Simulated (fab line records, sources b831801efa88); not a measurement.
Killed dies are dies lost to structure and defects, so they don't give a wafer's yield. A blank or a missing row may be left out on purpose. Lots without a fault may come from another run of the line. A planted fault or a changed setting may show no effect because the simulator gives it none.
Chamber matching | flow sky130 | SKY_VIA3_CMP_24 on cmp-02: 4 sister chambers
The step polishes, stops on SiO2, t overpolish 20 s, target thk 0 nm. 8 wafers are shown with their chamber, then 9 later ones without.

WAFERS WITH THEIR CHAMBER
wafer  | chamber | motor_current_A (A) | platen_rpm (rpm)
L081.6 | 1       | 11.6                | 60.00
L082.2 | 3       | 13.8                | 59.95
L084.2 | 0       | 8.3                 | 60.01
L084.3 | 2       | 11.2                | 60.04
L084.6 | 2       | 11.1                | 60.04
L089.2 | 1       | 11.7                | 60.04
L089.3 | 3       | 13.3                | 59.95
L089.6 | 0       | 8.4                 | 59.97

WAFERS WITHOUT THEIR CHAMBER
wafer  | motor_current_A (A) | platen_rpm (rpm)
L090.2 | 8.7                 | 59.94
L090.4 | 11.6                | 59.98
L090.5 | 11.1                | 59.98
L096.3 | 10.6                | 60.00
L096.5 | 11.9                | 60.00
L096.6 | 10.8                | 59.98
L097.2 | 8.6                 | 59.98
L097.3 | 10.2                | 60.00
L097.6 | 11.0                | 60.04

WHICH CHAMBER EACH WENT THROUGH
wafer  | from the rows above     | in truth
L090.2 | 0                       | 0
L090.4 | can't be placed: 1 or 2 | 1
L090.5 | can't be placed: 2 or 1 | 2
L096.3 | 2                       | 2
L096.5 | 1                       | 1
L096.6 | can't be placed: 2 or 1 | 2
L097.2 | 0                       | 0
L097.3 | 2                       | 2
L097.6 | 2                       | 2
Placed correctly: 6 of 9. Can't be placed from these rows: 3 (the true chamber is among the candidates in 3). Placed wrongly: 0.
How it was worked out, from the rows above alone: a wafer's distance from a chamber is the root of the sum, over the readings, of the square of ((its reading less the chamber's mean) divided by the reading's scatter). The wafer belongs to the nearest chamber; if the next one is less than 2 further off, it can't be placed. A chamber's mean is the mean of its shown wafers. The scatter: the root of (the sum of the squares of (reading less its chamber's mean) over the shown wafers, divided by (wafers less chambers)).
